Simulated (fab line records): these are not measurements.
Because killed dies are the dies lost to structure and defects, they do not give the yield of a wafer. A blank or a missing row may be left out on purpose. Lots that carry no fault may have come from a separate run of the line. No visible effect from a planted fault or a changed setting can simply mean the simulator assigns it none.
Which tool was responsible? + flow gf180mcu + 39 wafers from 13 lots sampled at 4 of the route's 602 steps

WHAT THE GAUGES READ, wafer by wafer
GF_MVSD_TW_MEAS_11.
| lot  | measured     | on            | MVSD_TW        |
|------|--------------|---------------|----------------|
| L992 | day 4 16:23  | film metro-03 | 1573 1570 1567 |
| L994 | day 5 01:18  | film metro-01 | 1587 1589 1586 |
| L997 | day 5 19:34  | film metro-04 | 1552 1557 1560 |
| L998 | day 6 01:32  | film metro-01 | 1591 1592 1578 |
| L103 | day 7 08:12  | film metro-04 | 1557 1556 1555 |
| L106 | day 8 03:00  | film metro-03 | 1582 1579 1582 |
| L108 | day 8 14:07  | film metro-01 | 1582 1591 1585 |
| L107 | day 8 14:43  | film metro-01 | 1585 1574 1588 |
| L109 | day 8 18:29  | film metro-03 | 1576 1589 1580 |
| L110 | day 8 23:29  | film metro-01 | 1582 1586 1582 |
| L112 | day 9 13:32  | film metro-03 | 1566 1574 1564 |
| L113 | day 9 19:22  | film metro-03 | 1575 1572 1570 |
| L114 | day 10 03:14 | film metro-01 | 1581 1571 1577 |

GF_VT_IMPLANT_TW_MEAS_21.
| lot  | measured     | on            | VT_IMPLANT_2_TW |
|------|--------------|---------------|-----------------|
| L992 | day 6 12:44  | film metro-01 | 1225 1217 1220  |
| L994 | day 6 22:56  | film metro-02 | 918 921 917     |
| L997 | day 7 17:19  | film metro-02 | 925 923 919     |
| L998 | day 8 00:22  | film metro-02 | 916 919 919     |
| L103 | day 9 09:44  | film metro-02 | 1219 1211 1213  |
| L106 | day 10 05:50 | film metro-02 | 1222 1220 1219  |
| L108 | day 10 18:54 | film metro-01 | 1219 1218 1224  |
| L107 | day 10 19:23 | film metro-03 | 1193 1192 1201  |
| L109 | day 11 00:02 | film metro-01 | 1219 1215 1222  |
| L110 | day 11 05:47 | film metro-01 | 1217 1219 1219  |
| L112 | day 11 20:00 | film metro-01 | 1214 1224 1220  |
| L113 | day 12 03:33 | film metro-01 | 1215 1216 1217  |
| L114 | day 12 12:32 | film metro-01 | 1217 1221 1217  |

GF_POLY_GATE_THK_MEAS_01.
| lot  | measured     | on            | POLY_GATE_CVD_00_THK (nm) |
|------|--------------|---------------|---------------------------|
| L992 | day 8 18:28  | film metro-01 | 198.9 199.0 197.5         |
| L994 | day 9 04:19  | film metro-04 | 204.2 202.4 202.7         |
| L997 | day 10 03:22 | film metro-02 | 201.0 199.8 200.5         |
| L998 | day 10 08:59 | film metro-01 | 200.4 200.3 199.2         |
| L103 | day 11 22:07 | film metro-04 | 201.5 201.7 203.2         |
| L106 | day 12 22:57 | film metro-04 | 200.2 202.0 201.6         |
| L108 | day 13 12:24 | film metro-02 | 196.6 199.2 197.0         |
| L107 | day 13 12:28 | film metro-02 | 199.5 201.8 202.4         |
| L109 | day 13 16:53 | film metro-02 | 198.2 198.9 200.6         |
| L110 | day 13 23:43 | film metro-02 | 201.7 200.8 202.7         |
| L112 | day 14 16:55 | film metro-02 | 201.1 198.5 199.7         |
| L113 | day 14 23:16 | film metro-02 | 199.4 197.3 198.3         |
| L114 | day 15 12:53 | film metro-02 | 198.7 198.1 198.4         |

WHAT TOOL EACH LOT RAN ON (gives the tool, then ch and the chambers of the sampled wafers, and finally the start)
| lot  | GF_VT_IMPLANT_IMPLANT_19        |
|------|---------------------------------|
| L992 | implanter-02 ch 0, day 6 12:29  |
| L994 | implanter-02 ch 0, day 6 22:41  |
| L997 | implanter-02 ch 0, day 7 17:06  |
| L998 | implanter-02 ch 0, day 8 00:10  |
| L103 | implanter-03 ch 0, day 9 09:29  |
| L106 | implanter-01 ch 0, day 10 05:35 |
| L108 | implanter-03 ch 0, day 10 18:41 |
| L107 | implanter-02 ch 0, day 10 19:10 |
| L109 | implanter-03 ch 0, day 10 23:47 |
| L110 | implanter-02 ch 0, day 11 05:32 |
| L112 | implanter-02 ch 0, day 11 19:45 |
| L113 | implanter-03 ch 0, day 12 03:19 |
| L114 | implanter-03 ch 0, day 12 12:17 |
- GF_VT_IMPLANT_IMPLANT_19

AS READ BY THE TOOLS THEMSELVES (means over the sampled wafers that have a number; for cases with no such wafer, the mark the record gives instead)
GF_VT_IMPLANT_IMPLANT_19.
| lot  | tool         | dose ions cm2 | faraday current uA |
|------|--------------|---------------|--------------------|
| L992 | implanter-02 | 4.35e+12      | 24.6               |
| L994 | implanter-02 | 1.81e+12      | 10.1               |
| L997 | implanter-02 | 1.81e+12      | 10.2               |
| L998 | implanter-02 | 1.81e+12      | 10.3               |
| L103 | implanter-03 | 4.35e+12      | 24.6               |
| L106 | implanter-01 | 4.35e+12      | 24.7               |
| L108 | implanter-03 | 4.35e+12      | 24.3               |
| L107 | implanter-02 | 4.34e+12      | 24.8               |
| L109 | implanter-03 | 4.35e+12      | 24.3               |
| L110 | implanter-02 | 4.35e+12      | 25.0               |
| L112 | implanter-02 | 4.36e+12      | 25.3               |
| L113 | implanter-03 | 4.35e+12      | 24.3               |
| L114 | implanter-03 | 4.35e+12      | 24.7               |

THE ANSWER, worked out from the rows above alone
Rule: the lots themselves supply what counts as usual. The widest of any qualifying gaps counts: lots, ordered by their means at a reading, are off when they make up no more than a third of the lots, leave a main group of 4 or more, and stand apart from it by 3 or more times the standard deviation of that group's means. The tables above print the reading to a certain number of digits; a main group whose means all agree to those digits is not used. A lot without any number at a reading at which 4 lots or more have one is off too. Where the step has rows for the other lots, those lots are counted as sound. First the gauges in route order, then the tools' own readings, where a lot's mean is used as printed above. At the first step where some lot is off, the reading lying furthest off is the one used; lots without a number count as furthest.
Off: L994, L997, L998, at GF_VT_IMPLANT_TW_MEAS_21 (VT_IMPLANT_2_TW). The main group: mean 1216, standard deviation 7.2.
If a tool, at a process step before that reading, ran all the lots that are off and no sound lot after the first of them, it fits. The gauges at GF_VT_IMPLANT_TW_MEAS_21 aren't tried: what is off there is off at GF_VT_IMPLANT_IMPLANT_19 too, on other tools, and a gauge's error can't cause that. No candidate that was tried fits.

WHAT THE SIMULATOR PUT IN
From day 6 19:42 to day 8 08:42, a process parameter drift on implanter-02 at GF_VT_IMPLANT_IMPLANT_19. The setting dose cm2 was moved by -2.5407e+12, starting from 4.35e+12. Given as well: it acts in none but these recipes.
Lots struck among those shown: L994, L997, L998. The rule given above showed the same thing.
